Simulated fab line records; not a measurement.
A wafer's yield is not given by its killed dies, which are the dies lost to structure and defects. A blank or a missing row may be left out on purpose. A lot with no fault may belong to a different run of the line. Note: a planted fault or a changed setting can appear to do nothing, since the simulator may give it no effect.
The tool behind it: which one? | flow sky130 | 33 wafers from 11 lots sampled at 3 of the route's 708 steps

== WHAT EACH GAUGE READ, for each wafer ==
SKY_VIA4_THK_MEAS_01.
lot  | measured     | on            | VIA4_HDPCVD_THK (nm)
L592 | day 41 19:37 | film metro-04 | 1764 1741 1783
L593 | day 41 21:33 | film metro-03 | 1745 1736 1762
L594 | day 42 13:29 | film metro-03 | 1759 1774 1746
L601 | day 44 15:38 | film metro-02 | 1955 1930 1950
L602 | day 44 20:44 | film metro-04 | 1956 1930 1954
L605 | day 45 15:31 | film metro-04 | 1784 1767 1775
L606 | day 46 04:59 | film metro-03 | 1753 1790 1771
L613 | day 47 11:17 | film metro-03 | 1756 1782 1767
L612 | day 47 16:17 | film metro-02 | 1716 1717 1752
L615 | day 47 20:21 | film metro-03 | 1777 1762 1774
L614 | day 47 22:22 | film metro-03 | 1764 1750 1749

== WHICH TOOL RAN EACH LOT (tool, then ch and the chambers of the sampled wafers, then the start) ==
lot  | SKY_METAL4_SPUTTER_00        | SKY_VIA4_HDPCVD_00
L592 | pvd sputter-03, day 39 17:00 | hdpcvd-02 ch 0,1,2, day 41 19:26
L593 | pvd sputter-03, day 39 19:08 | hdpcvd-02 ch 0,1,2, day 41 21:22
L594 | pvd sputter-04, day 40 11:38 | hdpcvd-02 ch 0,1,2, day 42 13:18
L601 | pvd sputter-04, day 42 17:35 | hdpcvd-01 ch 0,1,2, day 44 15:26
L602 | pvd sputter-03, day 42 21:26 | hdpcvd-01 ch 0,1,2, day 44 20:37
L605 | pvd sputter-01, day 43 17:28 | hdpcvd-02 ch 1,2, day 45 15:20
L606 | pvd sputter-01, day 44 08:42 | hdpcvd-02 ch 0,1,2, day 46 04:49
L613 | pvd sputter-03, day 45 16:10 | hdpcvd-02 ch 0,1,2, day 47 11:07
L612 | pvd sputter-04, day 45 20:22 | hdpcvd-01 ch 0,1,2, day 47 16:06
L615 | pvd sputter-03, day 46 01:56 | hdpcvd-02 ch 0,2, day 47 20:10
L614 | pvd sputter-03, day 46 03:17 | hdpcvd-02 ch 0,1, day 47 22:11
- SKY_METAL4_SPUTTER_00: material Ti, target thk 15 nm, time 10 s.
- SKY_VIA4_HDPCVD_00: deposits SiO2, target thk 1750 nm, time 291.7 s.

== THE ANSWER, worked out from the rows above alone ==
Rule: the usual values come from the lots themselves. Put in order of their means at a reading, lots are off if they are a third of the lots or fewer, leave a main group of 4 or more, and stand apart from it by a gap of 3 or more times the standard deviation of the main group's means; of several such gaps the widest counts. If all means in a main group match to the digits the tables above print for the reading, that group is not used. Also off: a lot with no number at a reading for which 4 or more lots have one. Any other lot the step has rows for is counted as sound.
Off: L601, L602, at SKY_VIA4_THK_MEAS_01 (VIA4_HDPCVD_THK). The main group has a mean of 1760 nm with a standard deviation of 14.
A tool fits if, at a process step before that reading, it ran every lot that is off, and no sound lot after the first of them. The gauges at SKY_VIA4_THK_MEAS_01 are tried like those tools. Not one of the candidates tried fits.

== WHAT THE SIMULATOR HAD INSERTED ==
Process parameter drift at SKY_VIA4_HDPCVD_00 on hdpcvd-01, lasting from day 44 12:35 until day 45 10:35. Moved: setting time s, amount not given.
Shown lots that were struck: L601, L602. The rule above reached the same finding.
